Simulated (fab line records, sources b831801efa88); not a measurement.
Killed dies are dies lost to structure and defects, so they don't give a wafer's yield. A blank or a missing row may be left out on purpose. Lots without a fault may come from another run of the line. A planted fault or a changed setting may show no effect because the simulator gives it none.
Which tool did it? | flow sfq_line | 14 lots, 42 wafers sampled, at 2 steps of a route of 325

WHAT THE GAUGES READ, wafer by wafer
The record holds no reading of a measuring or inspecting step that can be judged against a usual standard deviation.

WHICH TOOL RAN EACH LOT (tool, then ch and the chambers of the sampled wafers, then the start)
lot  | SFQ_TRILAYER_A5C_DEP_PECVD_142  | SFQ_TRILAYER_C5_ETCH_VIA_ETCH_154
L638 | pecvd-02 ch 0,1,2, day 53 23:04 | rie_diel-01 ch 1,2, day 59 02:02
L639 | pecvd-01 ch 0,1,2, day 53 23:32 | rie_diel-04 ch 2,3, day 60 03:50
L641 | pecvd-02 ch 1,2, day 54 03:22   | rie_diel-03 ch 0,1, day 60 07:26
L642 | pecvd-01 ch 1,2, day 59 10:26   | rie_diel-01 ch 1,2,3, day 64 06:11
L643 | pecvd-01 ch 2, day 59 12:50     | rie_diel-03 ch 1,2, day 65 16:59
L645 | pecvd-01 ch 0,2, day 59 15:29   | rie_diel-03 ch 1,2, day 65 20:35
L646 | pecvd-04 ch 0,2, day 59 20:19   | rie_diel-01 ch 0,1, day 65 22:59
L647 | pecvd-02 ch 1,2, day 60 01:21   | rie_diel-04 ch 0,1, day 66 00:11
L648 | pecvd-01 ch 0,2, day 60 02:19   | rie_diel-01 ch 0,2,3, day 66 03:47
L649 | pecvd-02 ch 0,1,2, day 65 09:27 | rie_diel-03 ch 0,3, day 69 06:15
L652 | pecvd-01 ch 0,1,2, day 67 19:02 | rie_diel-03 ch 1,2,3, day 71 15:51
L654 | pecvd-01 ch 0,2, day 67 23:50   | rie_diel-01 ch 0,2,3, day 71 21:51
L659 | pecvd-02 ch 0,1, day 68 09:13   | rie_diel-03 ch 2,3, day 72 14:27
L661 | pecvd-04 ch 0,1, day 68 23:00   | rie_diel-03 ch 0,1,2, day 73 02:27
- SFQ_TRILAYER_A5C_DEP_PECVD_142: deposits SiO2 from SiH4/N2O, time 15.556 s, target thk 70 nm.
- SFQ_TRILAYER_C5_ETCH_VIA_ETCH_154: etches SiO2 in CHF3, stops on Nb, target depth 84 nm.

WHAT THE TOOLS THEMSELVES READ (means of the sampled wafers that have a number; where no wafer has one, the mark that the record gives instead)
SFQ_TRILAYER_A5C_DEP_PECVD_142.
lot  | tool     | heater_power_w (W) | throttle_valve_pct (%)
L638 | pecvd-02 | 63                 | 26.0
L639 | pecvd-01 | 96                 | 23.9
L641 | pecvd-02 | 74                 | 26.6
L642 | pecvd-01 | 92                 | 24.2
L643 | pecvd-01 | 85                 | 24.8
L645 | pecvd-01 | 97                 | 24.0
L646 | pecvd-04 | 86                 | 24.1
L647 | pecvd-02 | 69                 | 26.7
L648 | pecvd-01 | 82                 | 24.4
L649 | pecvd-02 | 61                 | 26.2
L652 | pecvd-01 | 90                 | 24.3
L654 | pecvd-01 | 97                 | 24.3
L659 | pecvd-02 | 62                 | 25.2
L661 | pecvd-04 | 79                 | 23.5

SFQ_TRILAYER_C5_ETCH_VIA_ETCH_154.
lot  | tool        | drypump_motor_current_A (A) | oes_product_au (a.u.)
L638 | rie_diel-01 | 5.8                         | 0.884
L639 | rie_diel-04 | 5.4                         | 0.890
L641 | rie_diel-03 | 5.8                         | 0.881
L642 | rie_diel-01 | 5.9                         | 0.897
L643 | rie_diel-03 | 5.4                         | 0.900
L645 | rie_diel-03 | 5.4                         | 0.892
L646 | rie_diel-01 | 6.5                         | 0.897
L647 | rie_diel-04 | 5.2                         | 0.885
L648 | rie_diel-01 | 6.1                         | 0.892
L649 | rie_diel-03 | 5.6                         | 0.885
L652 | rie_diel-03 | 5.5                         | 0.976
L654 | rie_diel-01 | 6.1                         | 0.960
L659 | rie_diel-03 | 5.4                         | 0.884
L661 | rie_diel-03 | 5.6                         | 0.896

THE ANSWER, worked out from the rows above alone
Rule: what is usual is taken from the lots themselves. Put in order of their means at a reading, lots are off if they are a third of the lots or fewer, leave a main group of 4 or more, and stand apart from it by a gap of 3 or more times the standard deviation of the main group's means; of several such gaps the widest counts. A main group whose means are all the same, to the digits that the tables above print for the reading, isn't used. A lot without any number at a reading at which 4 lots or more have one is off too. The other lots that the step has rows for count as sound. The gauges are gone through in route order, then the tools' own readings, and for those a lot's mean is taken as printed above. The first step at which some lot is off is used, and at that step the reading that is off furthest; a lot without a number counts as furthest.
Off: L652, L654, at SFQ_TRILAYER_C5_ETCH_VIA_ETCH_154 (oes_product_au). The main group: mean 0.890 a.u., standard deviation 0.0061.
A tool fits if, at that step or a process step before it, it ran every lot that is off, and no sound lot after the first of them. One fits: pecvd-01 at SFQ_TRILAYER_A5C_DEP_PECVD_142. Its last sound lot is L648 (day 60 02:19), its first lot that is off L652 (day 67 19:02): a fault that began between those two fits.

WHAT THE SIMULATOR HAD PUT IN
Process parameter drift: pecvd-01, from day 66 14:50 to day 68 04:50, at SFQ_TRILAYER_A5C_DEP_PECVD_142. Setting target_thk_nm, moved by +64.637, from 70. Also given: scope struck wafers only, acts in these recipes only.
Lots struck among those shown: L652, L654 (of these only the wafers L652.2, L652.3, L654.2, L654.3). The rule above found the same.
